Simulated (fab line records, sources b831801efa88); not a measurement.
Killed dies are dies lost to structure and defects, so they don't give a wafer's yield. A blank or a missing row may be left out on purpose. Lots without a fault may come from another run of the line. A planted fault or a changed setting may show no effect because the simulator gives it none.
fab line records | flow gf180mcu
record lots=24 wafers=72 last_day=34
route steps=602 shown M4@459 V4@479 MIM@512 TOP_METAL@582
lots that met no fault: from a run of the same line without faults
start_h: hours from the record's first day to the start of the lot's first wafer shown | wait_h: hours since the lot's step before | " the same as in the row above | L1.1+2: a row that stands for several wafers | - no value, or no start given | * or withheld: withheld | < > ~ a bound
route shown NAME@n: a module of which the file shows steps, and the number in the route of the first | usual: mean/standard deviation of fault-free wafers | same: alike in all rows | chamber/n: place in a boat | sites: the reading at each site | _std_site: their standard deviation | _edge_site: outer sites' mean less inner sites' | radius_mm: how far each site lies from the wafer's centre | mask NAME#n: copy n | behind: the tool/chamber that last shaped the wafer | hold: why the lot was held/for how many hours/how that ended | device: the transistor (n, p or np) that didn't switch | end of line: the same wafers' tests at the end of the route | a step without rows: its recipe alone | killed: dies lost to structure and defects at the first sort, not the wafer's yield | map: a wafer's dies, x killed, . not, _ none there
set.NAME: the setting as run; set.NAME@STEP: as run at that earlier step | model.NAME: the simulator's own value behind a step, which no gauge read
steps of the route over a sample of lots; a table a step, a row a wafer
services: from which hour (start_h, from the record's first day; less than 0 if before it) a tool's chamber was out of use, for how many hours, and why
## steps
# step GF_M4_SPUTTER_03
# recipe material=Ti target_thk_nm=10 substrate_temp_c=300 chamber_pressure_pa=0.3 power_w=3000 time_s=6.7
# usual substrate_temp_c=300.02/0.22 throttle_valve_pct=29.7/1.3
# columns lot.wafer tool chamber start_h wait_h substrate_temp_c throttle_valve_pct
L074.1 pvd_sputter-04 - 508.21 0.0 299.65 31.2
L074.3 " - " " 299.94 31.8
L074.5 " - " " 300.29 29.9
L075.2 pvd_sputter-01 - 513.84 0.0 300.06 27.3
L075.3 " - " " 300.16 28.8
L075.5 " - " " 299.64 27.6
L076.3 pvd_sputter-01 - 526.77 0.0 300.20 29.2
L076.5 " - " " 300.01 29.3
L076.6 " - " " 299.67 27.4
L077.3 pvd_sputter-01 - 532.87 0.0 299.97 28.8
L077.4 " - " " 300.32 29.0
L077.6 " - " " 299.85 29.2
L078.1 pvd_sputter-01 - 552.35 0.0 299.85 28.7
L078.2 " - " " 299.77 29.3
L078.4 " - " " 299.80 27.5
L079.2 pvd_sputter-04 - 554.64 0.0 300.15 31.1
L079.3 " - " " 300.13 28.8
L079.4 " - " " 300.29 30.2
L080.3 pvd_sputter-01 - 563.12 0.0 299.99 28.8
L080.4 " - " " 300.18 29.2
L080.5 " - " " 299.66 27.6
L081.1 pvd_sputter-03 - 575.38 0.0 300.03 30.2
L081.3 " - " " 300.28 30.1
L081.6 " - " " 299.89 29.8
L082.3 pvd_sputter-01 - 596.29 0.0 300.09 29.3
L082.5 " - " " 300.78 27.5
L082.6 " - " " 300.06 29.1
L083.1 pvd_sputter-04 - 604.70 0.0 299.82 29.9
L083.3 " - " " 299.89 31.7
L083.6 " - " " 300.22 31.6
L084.4 pvd_sputter-04 - 607.44 0.0 299.82 28.5
L084.5 " - " " 299.71 31.4
L084.6 " - " " 299.93 30.1
L085.3 pvd_sputter-04 - 620.34 0.0 300.13 31.7
L085.4 " - " " 300.21 30.1
L085.5 " - " " 299.89 28.9
L086.1 pvd_sputter-04 - 624.47 0.0 300.26 31.2
L086.5 " - " " 299.55 30.0
L086.6 " - " " 300.22 31.5
L087.3 pvd_sputter-03 - 630.57 0.0 300.06 27.9
L087.4 " - " " 299.80 31.1
L087.6 " - " " 300.02 28.2
L089.3 pvd_sputter-03 - 636.18 0.0 299.48 30.3
L089.4 " - " " 300.29 31.3
L089.6 " - " " 300.04 30.5
L088.3 pvd_sputter-01 - 641.18 0.0 300.05 27.6
L088.4 " - " " 300.01 30.4
L088.5 " - " " 300.12 29.3
L090.4 pvd_sputter-01 - 646.06 0.0 299.93 28.9
L090.5 " - " " 299.63 28.6
L090.6 " - " " 300.00 29.2
L092.3 pvd_sputter-03 - 657.87 0.0 299.67 28.0
L092.5 " - " " 299.98 30.5
L092.6 " - " " 300.11 28.1
L091.2 pvd_sputter-03 - 658.84 0.0 300.02 30.5
L091.3 " - " " 299.68 31.1
L091.4 " - " " 299.96 31.1
L093.1 pvd_sputter-03 - 673.11 0.0 299.89 27.9
L093.2 " - " " 300.02 31.4
L093.4 " - " " 299.97 30.5
L094.2 pvd_sputter-03 - 675.10 0.0 300.42 31.0
L094.4 " - " " 300.13 30.4
L094.6 " - " " 300.04 31.1
L095.3 pvd_sputter-01 - 677.77 0.0 299.69 30.3
L095.4 " - " " 299.92 29.5
L095.5 " - " " 299.98 30.3
L096.4 pvd_sputter-04 - 684.83 0.0 299.80 31.5
L096.5 " - " " 300.09 29.0
L096.6 " - " " 300.26 31.2
L097.2 pvd_sputter-04 - 691.44 0.0 300.43 28.6
L097.3 " - " " 299.68 31.2
L097.5 " - " " 300.01 32.0
# step GF_V4_THK_MEAS_03
# recipe reads=SiO2_of_V4_CVD_02
# usual V4_CVD_02_THK=854/9.9
# columns lot.wafer tool chamber start_h wait_h V4_CVD_02_THK[nm]
L074.1 film_metro-01 - 532.71 0.0 847
L074.3 " - " " 843
L074.5 " - " " 857
L075.2 film_metro-02 - 537.14 0.0 861
L075.3 " - " " 862
L075.5 " - " " 869
L076.3 film_metro-04 - 551.02 0.1 835
L076.5 " - " " 839
L076.6 " - " " 841
L077.3 film_metro-02 - 556.89 0.1 847
L077.4 " - " " 862
L077.6 " - " " 870
L078.1 film_metro-02 - 575.17 0.1 837
L078.2 " - " " 840
L078.4 " - " " 857
L079.2 film_metro-04 - 577.95 0.0 839
L079.3 " - " " 859
L079.4 " - " " 855
L080.3 film_metro-02 - 585.74 0.1 855
L080.4 " - " " 858
L080.5 " - " " 866
L081.1 film_metro-02 - 598.02 0.0 850
L081.3 " - " " 847
L081.6 " - " " 867
L082.3 film_metro-01 - 617.60 0.1 839
L082.5 " - " " 854
L082.6 " - " " 858
L083.1 film_metro-01 - 626.10 0.0 843
L083.3 " - " " 838
L083.6 " - " " 846
L084.4 film_metro-04 - 628.65 0.0 873
L084.5 " - " " 861
L084.6 " - " " 861
L085.3 film_metro-02 - 641.22 0.1 852
L085.4 " - " " 859
L085.5 " - " " 869
L086.1 film_metro-04 - 645.76 0.0 842
L086.5 " - " " 855
L086.6 " - " " 855
L087.3 film_metro-01 - 651.08 0.1 842
L087.4 " - " " 865
L087.6 " - " " 865
L089.3 film_metro-02 - 655.46 0.1 844
L089.4 " - " " 854
L089.6 " - " " 853
L088.3 film_metro-04 - 661.34 0.1 843
L088.4 " - " " 861
L088.5 " - " " 859
L090.4 film_metro-01 - 667.16 0.0 852
L090.5 " - " " 868
L090.6 " - " " 855
L092.3 film_metro-04 - 677.59 0.1 845
L092.5 " - " " 864
L092.6 " - " " 851
L091.2 film_metro-04 - 679.17 0.1 849
L091.3 " - " " 856
L091.4 " - " " 856
L093.1 film_metro-01 - 692.62 0.0 856
L093.2 " - " " 858
L093.4 " - " " 870
L094.2 film_metro-02 - 694.18 0.0 850
L094.4 " - " " 866
L094.6 " - " " 861
L095.3 film_metro-02 - 697.89 0.1 843
L095.4 " - " " 853
L095.5 " - " " 855
L096.4 film_metro-02 - 704.65 0.0 862
L096.5 " - " " 859
L096.6 " - " " 867
L097.2 film_metro-04 - 710.72 0.0 851
L097.3 " - " " 846
L097.5 " - " " 862
# step GF_V4_CMP_26
# recipe stop_on=SiO2 down_force_psi=3.5 platen_rpm=60 t_overpolish_s=15 target_thk_nm=0 pad_velocity_m_s=0.94248
# usual edge_zone_pressure_frac=1.000/0.0047 motor_current_A=11.3/0.94 overpolish_run_s=15.000/0.0099 retaining_ring_pressure_frac=1.000/0.0054 slurry_filter_dp_kPa=13.51/0.15 time_to_endpoint_s=85.2/3
# columns lot.wafer tool chamber start_h wait_h edge_zone_pressure_frac motor_current_A overpolish_run_s retaining_ring_pressure_frac slurry_filter_dp_kPa time_to_endpoint_s
L074.3 cmp-02 2 557.58 0.4 1.004 11.0 15.008 1.000 13.70 89.4
L074.1 " 3 " " 0.999 12.8 15.008 1.004 13.63 87.9
L074.5 " 1 " " 0.997 10.9 15.006 0.999 13.64 87.3
L075.3 cmp-02 3 561.53 0.1 1.004 12.5 15.008 0.994 13.69 90.4
L075.2 " 0 " " 0.989 11.2 15.007 1.006 13.35 89.8
L075.5 " 2 " " 0.998 11.1 14.991 0.999 13.56 88.3
L076.3 cmp-02 2 574.58 0.0 0.996 10.4 14.995 0.998 13.36 83.7
L076.6 " 2 " " 0.997 11.4 15.001 0.996 13.48 84.6
L076.5 " 3 " " 0.999 12.6 14.982 0.996 13.36 87.8
L077.3 cmp-02 0 580.61 0.1 1.009 11.2 14.994 0.998 13.55 84.9
L077.4 " 1 " " 0.999 10.9 14.996 1.000 13.48 87.3
L077.6 " 3 " " 0.999 12.6 15.007 0.998 13.54 86.4
L078.2 cmp-02 0 598.38 0.1 1.000 11.0 14.989 0.993 13.46 90.3
L078.4 " 1 " " 1.002 11.4 14.992 1.005 13.76 86.9
L078.1 " 3 " " 0.996 12.7 14.998 0.998 13.52 87.0
L079.2 cmp-02 2 600.72 0.3 0.998 10.9 15.018 1.010 13.73 85.0
L079.3 " 3 " " 1.003 13.0 15.014 0.993 13.64 83.1
L079.4 " 0 " " 0.997 10.9 14.990 1.001 13.67 85.4
L080.3 cmp-02 2 609.14 0.2 1.006 11.3 14.989 1.006 13.39 90.2
L080.4 " 3 " " 1.004 12.8 15.020 1.004 13.59 87.9
L080.5 " 1 " " 1.005 11.1 15.008 1.000 13.29 86.7
L081.1 cmp-02 3 620.53 0.2 0.988 13.1 15.002 1.002 13.39 86.1
L081.3 " 0 " " 1.002 10.5 15.025 0.997 13.29 87.1
L081.6 " 2 " " 1.007 11.1 15.012 0.998 13.79 85.8
L082.3 cmp-02 2 639.41 0.0 1.002 10.5 15.017 0.999 13.62 87.4
L082.5 " 2 " " 1.005 10.7 15.000 1.003 13.24 88.4
L082.6 " 3 " " 1.005 12.5 15.003 0.997 13.61 84.4
L083.3 cmp-01 3 647.80 0.0 0.999 11.4 15.002 0.998 13.70 86.7
L083.1 " 1 " " 0.994 10.1 14.992 1.002 13.39 89.1
L083.6 " 0 " " 1.007 11.4 15.027 1.005 13.24 84.1
L084.4 cmp-02 0 650.02 0.1 1.002 10.5 14.995 0.990 13.49 86.9
L084.5 " 3 " " 0.989 12.8 15.003 1.001 13.31 88.6
L084.6 " 0 " " 1.004 11.0 15.000 0.998 13.46 84.5
L085.3 cmp-01 0 663.38 0.0 1.002 11.7 15.000 0.990 13.38 84.4
L085.4 " 2 " " 1.005 9.9 15.015 0.997 13.53 83.6
L085.5 " 1 " " 0.994 10.4 15.008 1.003 13.42 86.8
L086.1 cmp-01 0 666.87 0.1 1.000 12.3 14.985 1.001 13.09 82.9
L086.5 " 0 " " 0.997 11.9 14.993 0.998 13.72 81.0
L086.6 " 1 " " 1.004 10.3 15.002 1.003 13.49 86.9
L087.3 cmp-01 1 672.41 0.1 0.997 10.1 14.991 0.993 13.33 91.5
L087.4 " 2 " " 0.994 10.0 14.996 1.006 13.43 84.5
L087.6 " 0 " " 0.994 11.3 14.993 1.010 13.70 85.1
L089.4 cmp-01 0 675.87 0.0 1.002 12.1 15.007 1.003 13.34 85.7
L089.3 " 2 " " 0.994 10.2 14.997 1.001 13.65 84.9
L089.6 " 0 " " 1.001 12.6 14.995 0.997 13.38 86.4
L088.3 cmp-02 2 682.21 0.1 0.997 10.4 14.984 1.003 13.39 82.5
L088.4 " 3 " " 0.998 13.2 14.999 1.001 13.23 85.2
L088.5 " 2 " " 1.002 11.0 14.994 0.991 13.58 84.1
L090.4 cmp-02 3 688.03 0.0 1.001 13.1 14.983 1.009 13.60 81.5
L090.5 " 3 " " 1.006 13.0 15.000 1.000 13.63 79.5
L090.6 " 0 " " 1.006 10.8 15.020 0.993 13.60 76.9
L092.3 cmp-01 2 698.09 0.1 0.991 9.8 14.989 1.006 13.67 86.7
L092.6 " 0 " " 1.001 12.1 14.994 0.996 13.55 83.1
L092.5 " 1 " " 1.002 10.5 14.993 0.998 13.49 83.3
L091.3 cmp-01 3 699.58 0.0 1.003 11.1 14.991 0.997 13.63 82.5
L091.4 " 0 " " 0.999 11.9 15.007 1.006 13.60 80.5
L091.2 " 2 " " 0.997 10.3 14.993 0.992 13.49 84.0
L093.2 cmp-02 2 712.87 0.0 0.995 11.0 14.998 0.999 13.86 87.0
L093.4 " 0 " " 1.002 11.4 15.010 0.997 13.43 83.5
L093.1 " 1 " " 0.995 11.5 14.989 1.002 13.67 85.6
L094.2 cmp-01 0 714.69 0.0 1.004 12.1 14.993 1.004 13.71 83.2
L094.4 " 3 " " 0.992 11.3 15.015 0.988 13.38 80.9
L094.6 " 0 " " 1.003 12.3 15.014 1.007 13.32 80.3
L095.3 cmp-01 2 717.21 0.0 0.998 10.0 14.992 0.997 13.80 80.2
L095.4 " 1 " " 1.004 10.3 15.000 1.002 13.55 83.8
L095.5 " 3 " " 0.992 11.2 15.003 1.003 13.35 80.6
L096.4 cmp-01 3 723.86 0.1 1.003 11.7 14.994 0.993 13.47 81.0
L096.6 " 2 " " 1.006 10.2 15.009 0.997 13.16 81.6
L096.5 " 3 " " 0.994 11.0 14.996 0.996 13.34 83.3
L097.2 cmp-01 0 730.29 0.0 0.999 12.0 15.010 0.992 13.43 82.1
L097.3 " 2 " " 1.007 10.3 14.997 0.987 13.44 84.2
L097.5 " 0 " " 1.003 12.2 14.994 1.000 13.41 83.1
# step GF_MIM_SPUTTER_09
# recipe material=TiN target_thk_nm=35 power_w=6659 time_s=29.2 chamber_pressure_pa=0.4
# usual throttle_valve_pct=29.4/1.1
# columns lot.wafer tool chamber start_h wait_h throttle_valve_pct
L074.1 pvd_sputter-02 - 558.21 0.0 28.7
L074.3 " - " " 30.2
L074.5 " - " " 29.9
L075.2 pvd_sputter-02 - 562.11 0.0 29.8
L075.3 " - " " 30.5
L075.5 " - " " 28.5
L076.3 pvd_sputter-01 - 575.26 0.0 27.5
L076.5 " - " " 27.4
L076.6 " - " " 28.7
L077.3 pvd_sputter-02 - 581.24 0.0 28.6
L077.4 " - " " 28.0
L077.6 " - " " 28.3
L078.1 pvd_sputter-02 - 599.06 0.0 27.9
L078.2 " - " " 29.9
L078.4 " - " " 30.3
L079.2 pvd_sputter-02 - 601.40 0.0 28.4
L079.3 " - " " 28.8
L079.4 " - " " 29.6
L080.3 pvd_sputter-04 - 609.72 0.0 31.8
L080.4 " - " " 28.8
L080.5 " - " " 31.2
L081.1 pvd_sputter-02 - 621.16 0.0 28.7
L081.3 " - " " 28.5
L081.6 " - " " 30.3
L082.3 pvd_sputter-01 - 640.09 0.0 30.4
L082.5 " - " " 29.1
L082.6 " - " " 28.7
L083.1 pvd_sputter-01 - 648.48 0.0 30.5
L083.3 " - " " 28.9
L083.6 " - " " 27.6
L084.4 pvd_sputter-04 - 650.67 0.0 29.9
L084.5 " - " " 31.7
L084.6 " - " " 28.9
L085.3 pvd_sputter-02 - 664.06 0.0 29.9
L085.4 " - " " 30.5
L085.5 " - " " 29.0
L086.1 pvd_sputter-02 - 667.55 0.0 29.8
L086.5 " - " " 28.8
L086.6 " - " " 28.3
L087.3 pvd_sputter-02 - 673.00 0.0 29.8
L087.4 " - " " 28.7
L087.6 " - " " 29.9
L089.3 pvd_sputter-01 - 676.57 0.0 29.2
L089.4 " - " " 28.6
L089.6 " - " " 30.3
L088.3 pvd_sputter-02 - 682.84 0.0 30.3
L088.4 " - " " 28.5
L088.5 " - " " 28.4
L090.4 pvd_sputter-04 - 688.71 0.0 28.5
L090.5 " - " " 31.1
L090.6 " - " " 28.9
L092.3 pvd_sputter-01 - 698.67 0.0 28.9
L092.5 " - " " 29.3
L092.6 " - " " 30.7
L091.2 pvd_sputter-04 - 700.26 0.0 28.7
L091.3 " - " " 31.5
L091.4 " - " " 29.9
L093.1 pvd_sputter-02 - 713.55 0.0 30.4
L093.2 " - " " 28.8
L093.4 " - " " 28.6
L094.2 pvd_sputter-01 - 715.37 0.0 28.7
L094.4 " - " " 29.5
L094.6 " - " " 27.4
L095.3 pvd_sputter-01 - 717.89 0.0 30.5
L095.4 " - " " 28.8
L095.5 " - " " 28.9
L096.4 pvd_sputter-04 - 724.49 0.0 31.3
L096.5 " - " " 31.8
L096.6 " - " " 30.1
L097.2 pvd_sputter-02 - 730.99 0.0 30.3
L097.3 " - " " 28.4
L097.5 " - " " 29.8
# step GF_MIM_STRIP_20
# recipe chemistry=O2/N2 power_w=1400 pressure_mtorr=1500 platen_temp_c=250 o2_flow_sccm=3000 n2_flow_sccm=300 overash_fraction=0.5
# usual drypump_motor_current_A=5.9/0.49 heater_power_w=332/24 n2_flow_sccm=299.9/0.86 oes_product_au=0.692/0.0044 strip_time_to_endpoint_s=11.22/0.033
# columns lot.wafer tool chamber start_h wait_h drypump_motor_current_A heater_power_w n2_flow_sccm oes_product_au rf_hours_counter_h strip_time_to_endpoint_s
L074.1 plasma_asher-02 1 579.84 0.0 6.1 360 299.5 0.692 48 11.20
L074.3 " 1 " " 6.1 350 298.9 0.694 - 11.23
L074.5 " 1 " " 6.0 360 300.7 0.685 - 11.19
L075.2 plasma_asher-03 0 583.97 0.0 6.2 321 299.7 0.694 82 11.22
L075.3 " 1 " " 6.2 342 299.3 0.692 - 11.26
L075.5 " 1 " " 6.2 348 299.9 0.694 - 11.22
L076.3 plasma_asher-04 0 596.70 0.1 5.7 303 299.8 0.695 - 11.26
L076.5 " 1 " " 4.8 290 299.9 0.692 - 11.29
L076.6 " 0 " " 5.7 312 300.1 0.688 - 11.23
L077.3 plasma_asher-03 0 602.74 0.1 6.2 310 299.8 0.696 - 11.27
L077.4 " 1 " " 6.2 353 299.4 0.694 - 11.25
L077.6 " 1 " " 6.2 345 298.8 0.690 - 11.26
L078.1 plasma_asher-04 0 619.94 0.0 5.7 310 301.5 0.689 103 11.25
L078.2 " 1 " " 4.8 286 300.8 0.683 103 11.28
L078.4 " 1 " " 4.8 296 299.7 0.689 - 11.23
L079.2 plasma_asher-02 1 621.44 0.0 6.1 353 300.4 0.698 52 11.24
L079.3 " 1 " " 6.1 353 299.7 0.693 - 11.22
L079.4 " 0 " " 5.2 362 301.1 0.695 - 11.20
L080.3 plasma_asher-03 1 630.20 0.1 6.2 348 301.1 0.691 - 11.17
L080.4 " 0 " " 6.2 321 299.7 0.695 - 11.22
L080.5 " 0 " " 6.2 312 300.0 0.687 - 11.23
L081.1 plasma_asher-03 0 641.37 0.0 6.2 322 299.2 0.694 88 11.25
L081.3 " 1 " " 6.2 342 300.0 0.687 - 11.26
L081.6 " 0 " " 6.2 320 299.7 0.698 - 11.28
L082.3 plasma_asher-02 0 659.80 0.1 5.2 366 299.6 0.690 - 11.19
L082.5 " 1 " " 6.0 356 300.2 0.680 - 11.17
L082.6 " 0 " " 5.2 358 298.9 0.686 - 11.20
L083.1 plasma_asher-02 1 667.99 0.0 6.0 359 300.7 0.691 57 11.15
L083.3 " 1 " " 6.1 359 300.8 0.678 - 11.13
L083.6 " 1 " " 6.1 351 300.9 0.693 - 11.15
L084.4 plasma_asher-03 1 669.80 0.1 6.2 350 299.2 0.699 - 11.27
L084.5 " 1 " " 6.2 352 300.1 0.692 - 11.24
L084.6 " 0 " " 6.2 322 299.7 0.688 - 11.23
L085.3 plasma_asher-03 0 682.97 0.1 6.2 310 299.6 0.694 - 11.24
L085.4 " 1 " " 6.2 341 300.0 0.696 - 11.24
L085.5 " 1 " " 6.2 352 298.3 0.692 - 11.24
L086.1 plasma_asher-03 0 685.94 0.0 6.2 318 300.1 0.690 93 11.17
L086.5 " 1 " " 6.2 351 299.2 0.695 - 11.24
L086.6 " 0 " " 6.2 312 298.9 0.689 - 11.21
L087.3 plasma_asher-02 0 691.37 0.1 5.2 361 299.3 0.687 - 11.16
L087.4 " 1 " " 6.1 360 300.5 0.696 - 11.20
L087.6 " 1 " " 6.1 354 299.5 0.695 - 11.17
L089.3 plasma_asher-03 0 695.07 0.1 6.1 322 300.3 0.685 - 11.22
L089.4 " 1 " " 6.2 343 299.8 0.698 - 11.20
L089.6 " 0 " " 6.2 319 301.8 0.692 - 11.19
L088.3 plasma_asher-02 0 701.62 0.1 5.2 364 298.0 0.696 - 11.18
L088.4 " 1 " " 6.1 360 300.3 0.694 - 11.22
L088.5 " 1 " " 6.0 352 300.7 0.685 - 11.19
L090.4 plasma_asher-03 0 706.60 0.1 6.2 320 300.7 0.684 - 11.19
L090.5 " 1 " " 6.2 354 300.2 0.692 - 11.24
L090.6 " 0 " " 6.2 317 299.8 0.695 - 11.26
L092.3 plasma_asher-04 0 717.47 0.1 5.7 303 299.7 0.692 - 11.18
L092.5 " 1 " " 4.8 281 300.2 0.695 - 11.27
L092.6 " 0 " " 5.7 302 298.6 0.691 - 11.26
L091.2 plasma_asher-03 0 717.74 0.0 6.2 313 300.6 0.695 97 11.25
L091.3 " 1 " " 6.2 357 301.4 0.690 - 11.29
L091.4 " 0 " " 6.2 314 302.4 0.691 - 11.23
L093.1 plasma_asher-03 0 731.01 0.0 6.2 309 299.2 0.696 99 11.21
L093.2 " 1 " " 6.2 334 300.8 0.699 99 11.23
L093.4 " 1 " " 6.2 342 299.6 0.698 - 11.24
L094.2 plasma_asher-04 0 733.26 0.0 5.7 319 299.3 0.692 113 11.22
L094.4 " 0 " " 5.7 311 299.0 0.693 - 11.27
L094.6 " 1 " " 4.8 291 300.9 0.693 - 11.24
L095.3 plasma_asher-03 0 735.16 0.1 6.2 309 299.6 0.697 - 11.18
L095.4 " 1 " " 6.2 348 299.5 0.685 - 11.19
L095.5 " 1 " " 6.2 349 300.7 0.691 - 11.21
L096.4 plasma_asher-03 0 742.22 0.1 6.2 323 299.4 0.689 - 11.24
L096.5 " 1 " " 6.2 338 299.8 0.698 - 11.24
L096.6 " 0 " " 6.2 321 301.1 0.697 - 11.22
L097.2 plasma_asher-04 0 747.18 0.0 5.7 309 299.5 0.695 1 11.22
L097.3 " 0 " " 5.7 316 299.8 0.697 - 11.27
L097.5 " 1 " " 4.8 284 299.3 0.694 - 11.23
# step GF_TOP_METAL_OVL_MEAS_15
# usual TOP_METAL_OVL=0.2/1.5
# columns lot.wafer tool chamber start_h wait_h TOP_METAL_OVL[nm]
L074.1 overlay-02 - 644.93 0.1 -0.4
L074.3 " - " " 1.2
L074.5 " - " " -0.1
L075.2 overlay-02 - 649.79 0.1 -2.1
L075.3 " - " " -3.3
L075.5 " - " " -1.0
L076.3 overlay-02 - 661.03 0.1 -2.3
L076.5 " - " " -1.2
L076.6 " - " " -1.9
L077.3 overlay-02 - 666.45 0.1 -0.3
L077.4 " - " " -0.5
L077.6 " - " " 0.6
L078.1 overlay-01 - 682.02 0.1 0.5
L078.2 " - " " 0.3
L078.4 " - " " -0.4
L079.2 overlay-02 - 684.09 0.1 -3.1
L079.3 " - " " -3.3
L079.4 " - " " -3.6
L080.3 overlay-02 - 691.60 0.1 1.2
L080.4 " - " " 0.7
L080.5 " - " " 0.4
L081.1 overlay-01 - 702.79 0.1 -1.6
L081.3 " - " " 0.3
L081.6 " - " " -2.5
L082.3 overlay-02 - 718.99 0.1 1.1
L082.5 " - " " 1.2
L082.6 " - " " 0.7
L083.1 overlay-02 - 728.09 0.1 1.9
L083.3 " - " " 2.0
L083.6 " - " " 2.5
L084.4 overlay-01 - 728.28 0.1 -0.1
L084.5 " - " " -0.8
L084.6 " - " " 1.0
L085.3 overlay-02 - 740.68 0.1 -0.4
L085.4 " - " " 1.3
L085.5 " - " " 0.9
L086.1 overlay-01 - 743.41 0.1 0.3
L086.5 " - " " 0.0
L086.6 " - " " -0.2
L087.3 overlay-02 - 747.62 0.1 2.0
L087.4 " - " " 2.1
L087.6 " - " " 1.1
L089.3 overlay-02 - 751.75 0.1 1.1
L089.4 " - " " 0.5
L089.6 " - " " 0.2
L088.3 overlay-01 - 756.84 0.1 0.8
L088.4 " - " " -0.8
L088.5 " - " " -1.7
L090.4 overlay-01 - 762.45 0.1 -0.3
L090.5 " - " " -0.2
L090.6 " - " " -0.7
L092.3 overlay-02 - 771.13 0.1 1.0
L092.5 " - " " 2.3
L092.6 " - " " 1.5
L091.2 overlay-02 - 775.02 0.1 0.2
L091.3 " - " " 2.0
L091.4 " - " " 0.8
L093.1 overlay-02 - 783.51 0.1 0.9
L093.2 " - " " 1.6
L093.4 " - " " 2.1
L094.2 overlay-01 - 785.14 0.1 -0.2
L094.4 " - " " 1.1
L094.6 " - " " -0.8
L095.3 overlay-02 - 787.63 0.1 2.5
L095.4 " - " " 2.4
L095.5 " - " " 2.9
L096.4 overlay-01 - 795.55 0.1 1.6
L096.5 " - " " -0.2
L096.6 " - " " 0.9
L097.2 overlay-02 - 798.49 0.1 -0.6
L097.3 " - " " 0.2
L097.5 " - " " -0.8
## services
# columns tool chamber start_h hours kind
plasma_asher-02 - 502.24 1.9 repair
plasma_asher-02 - 536.55 1.1 repair
cmp-01 - 550.22 15.7 pm
pvd_sputter-03 - 561.38 0.7 repair
plasma_asher-03 - 561.58 5.1 repair
cmp-01 - 565.93 4.1 pm
cmp-01 - 572.00 4.0 pm
pvd_sputter-02 - 581.45 1.3 repair
cmp-01 - 585.55 32.8 repair
cmp-02 - 588.57 2.1 repair
plasma_asher-03 - 614.87 2.1 repair
cmp-01 - 618.35 7.0 pm
cmp-02 - 625.36 3.4 pm
pvd_sputter-02 - 636.00 3.1 repair
plasma_asher-03 - 647.54 4.5 repair
cmp-02 - 666.25 6.4 pm
pvd_sputter-03 - 683.69 2.2 repair
cmp-01 - 689.86 1.6 repair
cmp-02 - 707.93 1.9 repair
plasma_asher-03 - 709.34 2.8 pm
cmp-02 - 725.28 1.7 repair
pvd_sputter-03 - 735.60 9.0 repair
pvd_sputter-02 - 742.29 7.9 repair
cmp-02 - 744.27 4.0 pm
## key
fault none
